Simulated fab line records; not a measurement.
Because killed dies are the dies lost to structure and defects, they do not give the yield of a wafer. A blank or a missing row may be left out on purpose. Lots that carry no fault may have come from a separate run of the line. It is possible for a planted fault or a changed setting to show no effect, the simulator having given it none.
A lot that was struck, set against a sound lot / flow sky130 / 15 steps out of a route of 708
Sound: wafers L626.3, L626.4, L626.6. Wafers struck: L635.1, L635.2, L635.6. The cause is named last.
Per side, at each step with rows, come the tool, then ch with its chambers, and then its first start. Under that, the readings that differ: sound wafers / struck wafers / difference of the means / sigmas: that difference in standard deviations of wafers without a fault.
alike: readings whose means differ by less than 2 such deviations, and words and numbers that are the same on both sides. not compared: withheld readings, readings that some wafer has no value for, bounds like >300 that may hide the same value, and numbers for which the record gives no deviation and whose values overlap.
Wherever a step has rows on one side only, a row that says differs or no value, or a row with sigmas, the two part there. When numbers do not overlap yet have no deviation, they are printed without sigmas and do not part them. A reading missing from all wafers of one side parts the sides only when that side holds two or more wafers.

SKY_VIA1_STRIP_16: strips in O2/N2.
  sound on plasma-asher-04 ch 0,1, day 34 10:10; struck on plasma-asher-02 ch 0,1, day 37 13:40
  alike: drypump-motor-current-A, o2-flow-sccm, oes-product-au, strip-time-to-endpoint-s
  not compared: rf-hours-counter-h
then, 3 steps without rows for these wafers: SKY_VIA1_STRIP_17 (strips in post etch residue remover, time 1200 s); SKY_VIA1_CLEAN_18 (cleans in IPA, time 180 s); SKY_VIA1_CLEAN_19 (cleans in O3/DIW).
SKY_VIA1_SPUTTER_20: material TiN, target thk 20 nm, time 80 s.
  sound: pvd-sputter-01 at day 34 10:46; struck: pvd-sputter-02 at day 37 14:18
  alike: chamber-pressure-pa, throttle-valve-pct
SKY_VIA1_CVD_21: deposits W, target thk 270 nm, time 80.902 s.
  sound on cvd-w-02 ch 0,1, day 34 10:52; struck on cvd-w-02 ch 0,1, day 37 14:23
  alike: chamber-pressure-Torr, heater-power-w
SKY_VIA1_RS_MEAS_22: measures by four-point-probe.
  sound: film-metro-02 at day 34 10:58; struck: film-metro-01 at day 37 14:28
  alike: VIA1_W_RS
SKY_VIA1_THK_MEAS_23: measures by xrf.
  sound: film-metro-02 at day 34 11:04; struck: film-metro-01 at day 37 14:35
  alike: VIA1_W_THK
then, 3 steps without rows for these wafers: SKY_VIA1_CMP_24 (polishes, stops on SiO2, t overpolish 15 s, target thk 0 nm); SKY_METAL2_SPUTTER_00 (material Ti, target thk 15 nm, time 10 s); SKY_METAL2_SPUTTER_01 (material TiN, target thk 20 nm, time 16.7 s).
SKY_METAL2_SPUTTER_02: material AlCu, target thk 250 nm, time 13.3 s.
  sound: pvd-sputter-03 at day 34 11:27; struck: pvd-sputter-04 at day 37 15:00
  alike: chamber-pressure-pa, throttle-valve-pct
SKY_METAL2_SPUTTER_03: material Ti, target thk 5 nm, time 3.3 s.
  sound: pvd-sputter-03 at day 34 11:28; struck: pvd-sputter-04 at day 37 15:01
reading=chamber-pressure-pa (Pa); sound=0.3999 0.4018 0.3999; struck=0.2975 0.2961 0.2978; difference=-0.1034; sigmas=-99 or more
reading=throttle-valve-pct (%); sound=28.3 29.0 29.2; struck=36.0 32.8 36.0; difference=+6.1; sigmas=+6
reading=model.Ti_of_METAL2_SPUTTER_03.thk-nm (nm); sound=5.074 4.979 4.992; struck=5.128 5.163 5.237; difference=+0.161; sigmas=
SKY_METAL2_SPUTTER_04: material TiN, target thk 70 nm, time 58.3 s.
  sound: pvd-sputter-03 at day 34 11:29; struck: pvd-sputter-04 at day 37 15:02
  alike: chamber-pressure-pa, throttle-valve-pct
-- the record jumps here: 11 days lie between the struck wafers' starts before and after (it left off in module METAL2 and takes up again in module PAD_OPEN, whose first step shown is number 708 of the route) --
SKY_PAD_OPEN_PROBE_99:
  rows exist in the record for the struck wafers here (prober-02, day 48 09:11), but not for the sound ones

== WHERE THEY PART ==
At SKY_METAL2_SPUTTER_03 first; at SKY_PAD_OPEN_PROBE_99 last (within this record only).

WHY: whatever the simulator had introduced
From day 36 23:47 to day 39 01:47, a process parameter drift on pvd-sputter-04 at SKY_METAL2_SPUTTER_03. Setting chamber-pressure-pa shifted by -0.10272 from 0.4. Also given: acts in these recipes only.
